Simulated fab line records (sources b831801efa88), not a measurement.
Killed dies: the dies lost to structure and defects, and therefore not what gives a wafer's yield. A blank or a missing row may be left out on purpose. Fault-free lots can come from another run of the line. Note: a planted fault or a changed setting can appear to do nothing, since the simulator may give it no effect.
The tool behind it: which one?    flow gf180mcu    18 wafers from 6 lots sampled at 2 of the route's 602 steps

WHAT THE GAUGES READ, wafer by wafer
GF_SAB_CD_MEAS_09: target cd 420 nm.
lot   measured      on         cd_nm (nm)
L725  day 16 00:06  cd_sem-01  422.2 422.9 424.2
L727  day 16 11:21  cd_sem-02  452.3 450.3 450.8
L736  day 20 00:15  cd_sem-01  419.0 416.8 418.1
L739  day 21 07:14  cd_sem-02  419.3 421.1 421.7
L740  day 21 21:01  cd_sem-02  423.2 421.4 422.7
L743  day 22 14:12  cd_sem-02  418.9 420.0 418.8

WHAT TOOL EACH LOT RAN ON (gives the tool, then ch and the chambers of the sampled wafers, and finally the start)
lot   GF_SAB_EXPOSE_06
L725  iline_stepper-01 ch 0, day 15 13:20
L727  iline_stepper-01 ch 0, day 16 00:13
L736  iline_stepper-01 ch 0, day 19 12:43
L739  iline_stepper-01 ch 0, day 20 19:51
L740  iline_stepper-02 ch 0, day 21 08:55
L743  iline_stepper-01 ch 0, day 22 02:28
- GF_SAB_EXPOSE_06: exposes mask SAB, target cd 420 nm.

THE ANSWER, worked out from the rows above alone
Rule: the lots themselves supply what counts as usual. Put in order of their means at a reading, lots are off if they are a third of the lots or fewer, leave a main group of 4 or more, and stand apart from it by a gap of 3 or more times the standard deviation of the main group's means; of several such gaps the widest counts. A main group whose means are all the same, to the digits that the tables above print for the reading, isn't used. Also off: a lot with no number at a reading for which 4 or more lots have one. All remaining lots with rows at the step are treated as sound.
Off at GF_SAB_CD_MEAS_09 (cd_nm): L727. For the main group the mean is 420.7 nm and the standard deviation 1.9.
If a tool, at a process step before that reading, ran all the lots that are off and no sound lot after the first of them, it fits. The gauges at GF_SAB_CD_MEAS_09 are tried like those tools. Of those tried, none fits.

WHAT HAD BEEN PUT IN BY THE SIMULATOR
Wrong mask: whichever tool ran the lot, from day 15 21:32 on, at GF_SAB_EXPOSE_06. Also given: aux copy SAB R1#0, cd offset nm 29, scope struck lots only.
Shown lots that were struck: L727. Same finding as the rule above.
